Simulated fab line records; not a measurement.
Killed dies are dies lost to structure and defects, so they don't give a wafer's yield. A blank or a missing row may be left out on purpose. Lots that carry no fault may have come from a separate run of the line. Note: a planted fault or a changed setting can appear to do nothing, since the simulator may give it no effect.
What tool caused it? | flow gf180mcu | 15 lots with 45 wafers sampled at 3 steps, on a route of 602 steps

## WHAT EACH GAUGE READ, for each wafer
GF_PSD_RS_MEAS_14: a four-point-probe measurement. Usual: for NSD_RS the level is 46.13 ohm/sq and the standard deviation is 0.079.
lot  | measured     | on            | NSD_RS (ohm/sq)   | flag
L785 | day 14 07:31 | film-metro-01 | 46.06 46.02 46.05 |
L787 | day 14 22:34 | film-metro-01 | 46.16 46.08 46.09 |
L786 | day 15 03:37 | film-metro-01 | 46.03 46.07 46.18 |
L788 | day 15 10:30 | film-metro-03 | 46.16 46.08 46.24 |
L789 | day 15 20:19 | film-metro-03 | 43.99 43.86 43.90 | OFF
L790 | day 15 23:59 | film-metro-03 | 46.01 46.03 45.99 |
L791 | day 16 17:20 | film-metro-01 | 46.21 46.21 46.20 |
L795 | day 18 01:54 | film-metro-01 | 44.12 44.16 44.14 | OFF
L796 | day 18 13:03 | film-metro-03 | 44.01 44.05 44.09 | OFF
L797 | day 18 15:36 | film-metro-03 | 46.21 46.06 46.15 |
L800 | day 19 19:46 | film-metro-01 | 46.18 46.18 46.17 |
L803 | day 20 15:41 | film-metro-03 | 46.12 46.11 46.13 |
L804 | day 20 21:25 | film-metro-03 | 46.05 46.10 46.05 |
L805 | day 21 13:02 | film-metro-01 | 46.32 46.24 46.28 |
L806 | day 21 16:24 | film-metro-04 | 46.05 46.15 46.23 |

## WHICH TOOL RAN EACH LOT (tool, then ch and the chambers of the sampled wafers, then the start)
lot  | GF_NSD_IMPLANT_09               | GF_NSD_STRIP_11
L785 | implanter-02 ch 0, day 13 09:53 | plasma-asher-03 ch 0,1, day 13 10:11
L787 | implanter-04 ch 0, day 14 00:29 | plasma-asher-02 ch 0,1, day 14 00:47
L786 | implanter-04 ch 0, day 14 05:20 | plasma-asher-02 ch 0,1, day 14 05:37
L788 | implanter-01 ch 0, day 14 12:36 | plasma-asher-01 ch 0,1, day 14 12:54
L789 | implanter-01 ch 0, day 14 22:09 | plasma-asher-01 ch 0,1, day 14 22:46
L790 | implanter-01 ch 0, day 15 01:54 | plasma-asher-01 ch 0,1, day 15 02:11
L791 | implanter-04 ch 0, day 15 17:55 | plasma-asher-01 ch 0,1, day 15 18:13
L795 | implanter-02 ch 0, day 17 01:58 | plasma-asher-02 ch 0,1, day 17 02:32
L796 | implanter-04 ch 0, day 17 12:41 | plasma-asher-01 ch 1, day 17 13:18
L797 | implanter-02 ch 0, day 17 15:00 | plasma-asher-03 ch 0,1, day 17 15:17
L800 | implanter-02 ch 0, day 18 18:30 | plasma-asher-01 ch 1, day 18 18:48
L803 | implanter-04 ch 0, day 19 14:20 | plasma-asher-03 ch 0, day 19 14:37
L804 | implanter-04 ch 0, day 19 20:35 | plasma-asher-03 ch 0,1, day 19 20:52
L805 | implanter-04 ch 0, day 20 11:56 | plasma-asher-03 ch 0,1, day 20 12:13
L806 | implanter-01 ch 0, day 20 15:30 | plasma-asher-01 ch 0,1, day 20 15:48
- GF_NSD_IMPLANT_09
- GF_NSD_STRIP_11: strips in O2/N2.

## WHAT THE TOOLS THEMSELVES READ (means of the sampled wafers that have a number; where no wafer has one, the mark that the record gives instead)
GF_NSD_STRIP_11. Usual: drypump-motor-current-A 5.9 A, standard deviation 0.33; heater-power-w 371 W, standard deviation 37; oes-product-au 0.487 a.u., standard deviation 0.0047; strip-time-to-endpoint-s 23.02 s, standard deviation 0.037.
lot  | tool            | drypump-motor-current-A (A) | heater-power-w (W) | oes-product-au (a.u.) | strip-time-to-endpoint-s (s) | flag
L785 | plasma-asher-03 | 5.7                         | 382                | 0.493                 | 23.05                        |
L787 | plasma-asher-02 | 5.5                         | 319                | 0.486                 | 22.98                        |
L786 | plasma-asher-02 | 5.5                         | 310                | 0.485                 | 23.01                        |
L788 | plasma-asher-01 | 6.0                         | 372                | 0.486                 | 23.03                        |
L789 | plasma-asher-01 | 6.1                         | 376                | 0.473                 | 24.16                        | OFF
L790 | plasma-asher-01 | 6.1                         | 375                | 0.488                 | 23.00                        |
L791 | plasma-asher-01 | 6.2                         | 395                | 0.487                 | 23.00                        |
L795 | plasma-asher-02 | 5.5                         | 317                | 0.473                 | 24.16                        | OFF
L796 | plasma-asher-01 | 5.9                         | 347                | 0.478                 | 24.17                        | OFF
L797 | plasma-asher-03 | 5.6                         | 383                | 0.485                 | 23.02                        |
L800 | plasma-asher-01 | 5.9                         | 350                | 0.486                 | 22.98                        |
L803 | plasma-asher-03 | 5.5                         | 383                | 0.488                 | 22.96                        |
L804 | plasma-asher-03 | 5.6                         | 376                | 0.482                 | 23.07                        |
L805 | plasma-asher-03 | 5.6                         | 382                | 0.487                 | 22.99                        |
L806 | plasma-asher-01 | 6.2                         | 397                | 0.492                 | 23.09                        |

## THE ANSWER, worked out from the rows above alone
Rule: take the mean of a lot's wafers that have a number; if it is more than 3 standard deviations from the usual mean, the lot is off. A lot without any number at a reading at which 4 lots or more have one is off too. All remaining lots with rows at the step are treated as sound. First the gauges in route order, then the tools' own readings, where a lot's mean is used as printed above. At the first step where some lot is off, the reading lying furthest off is the one used; lots without a number count as furthest.
Off: L789, L795, L796, seen at GF_PSD_RS_MEAS_14 (NSD_RS).
If a tool, at a process step before that reading, ran all the lots that are off and no sound lot after the first of them, it fits. The gauges at GF_PSD_RS_MEAS_14 aren't tried: what is off there is off at GF_NSD_STRIP_11 too, on other tools, and a gauge's error can't cause that. Of those tried, none fits.

## WHAT THE SIMULATOR HAD INSERTED
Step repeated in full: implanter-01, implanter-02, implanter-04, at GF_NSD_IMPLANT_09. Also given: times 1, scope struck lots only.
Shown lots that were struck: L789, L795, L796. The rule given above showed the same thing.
